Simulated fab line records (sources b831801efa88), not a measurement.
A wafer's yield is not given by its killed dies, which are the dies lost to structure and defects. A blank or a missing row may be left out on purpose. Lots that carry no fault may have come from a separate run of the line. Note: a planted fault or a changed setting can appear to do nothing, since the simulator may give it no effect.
The tool behind it: which one? / flow gf180mcu / 33 wafers from 11 lots sampled at 2 of the route's 602 steps

== WHAT EACH GAUGE READ, for each wafer ==
GF_STI_THK_MEAS_30.
lot=L306; measured=day 2 07:18; on=film metro-02; STI_OXIDATION_02_THK (nm)=9.84 10.15 10.05
lot=L307; measured=day 2 21:02; on=film metro-03; STI_OXIDATION_02_THK (nm)=10.00 10.03 10.10
lot=L308; measured=day 3 01:26; on=film metro-02; STI_OXIDATION_02_THK (nm)=10.24 10.17 10.15
lot=L309; measured=day 3 01:26; on=film metro-03; STI_OXIDATION_02_THK (nm)=9.74 9.74 9.63
lot=L311; measured=day 3 11:05; on=film metro-04; STI_OXIDATION_02_THK (nm)=10.08 9.98 10.08
lot=L316; measured=day 4 10:13; on=film metro-04; STI_OXIDATION_02_THK (nm)=15.38 15.51 15.70
lot=L318; measured=day 4 23:04; on=film metro-03; STI_OXIDATION_02_THK (nm)=15.15 15.27 15.26
lot=L320; measured=day 5 11:13; on=film metro-04; STI_OXIDATION_02_THK (nm)=10.06 9.97 9.91
lot=L321; measured=day 5 14:02; on=film metro-04; STI_OXIDATION_02_THK (nm)=10.00 10.14 9.90
lot=L325; measured=day 6 12:32; on=film metro-04; STI_OXIDATION_02_THK (nm)=10.23 10.31 9.98
lot=L329; measured=day 7 03:21; on=film metro-04; STI_OXIDATION_02_THK (nm)=9.94 9.91 10.02

== WHAT TOOL EACH LOT RAN ON (gives the tool, then ch and the chambers of the sampled wafers, and finally the start) ==
lot=L306; GF_STI_OXIDATION_29=furnace-01 ch 0, day 2 05:53
lot=L307; GF_STI_OXIDATION_29=furnace-01 ch 0, day 2 19:37
lot=L308; GF_STI_OXIDATION_29=furnace-02 ch 0, day 3 00:02
lot=L309; GF_STI_OXIDATION_29=furnace-02 ch 0, day 3 00:02
lot=L311; GF_STI_OXIDATION_29=furnace-02 ch 0, day 3 09:41
lot=L316; GF_STI_OXIDATION_29=furnace-01 ch 0, day 4 08:48
lot=L318; GF_STI_OXIDATION_29=furnace-01 ch 0, day 4 21:40
lot=L320; GF_STI_OXIDATION_29=furnace-02 ch 0, day 5 09:50
lot=L321; GF_STI_OXIDATION_29=furnace-02 ch 0, day 5 12:37
lot=L325; GF_STI_OXIDATION_29=furnace-02 ch 0, day 6 11:08
lot=L329; GF_STI_OXIDATION_29=furnace-02 ch 0, day 7 01:57
- GF_STI_OXIDATION_29: stabilise 600 s, purge 300 s, target thk 10 nm.

== THE ANSWER, worked out from the rows above alone ==
Rule: what is usual is taken from the lots themselves. Put in order of their means at a reading, lots are off if they are a third of the lots or fewer, leave a main group of 4 or more, and stand apart from it by a gap of 3 or more times the standard deviation of the main group's means; of several such gaps the widest counts. If all means in a main group match to the digits the tables above print for the reading, that group is not used. Also off: a lot with no number at a reading for which 4 or more lots have one. Where the step has rows for the other lots, those lots are counted as sound.
Off: L316, L318, seen at GF_STI_THK_MEAS_30 (STI_OXIDATION_02_THK). Main group: mean 10.01 nm, sd 0.13.
A tool fits if, at a process step before that reading, it ran every lot that is off, and no sound lot after the first of them. Those tools and the gauges at GF_STI_THK_MEAS_30 are tried in the same way. One fits: GF_STI_OXIDATION_29 on furnace-01. Its last sound lot is L307 (day 2 19:37), its first lot that is off L316 (day 4 08:48): a fault that began between those two fits.

== WHAT THE SIMULATOR PUT IN ==
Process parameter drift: furnace-01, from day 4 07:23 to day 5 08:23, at GF_STI_OXIDATION_29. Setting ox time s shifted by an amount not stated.
Shown lots that were struck: L316, L318. The rule above found the same.
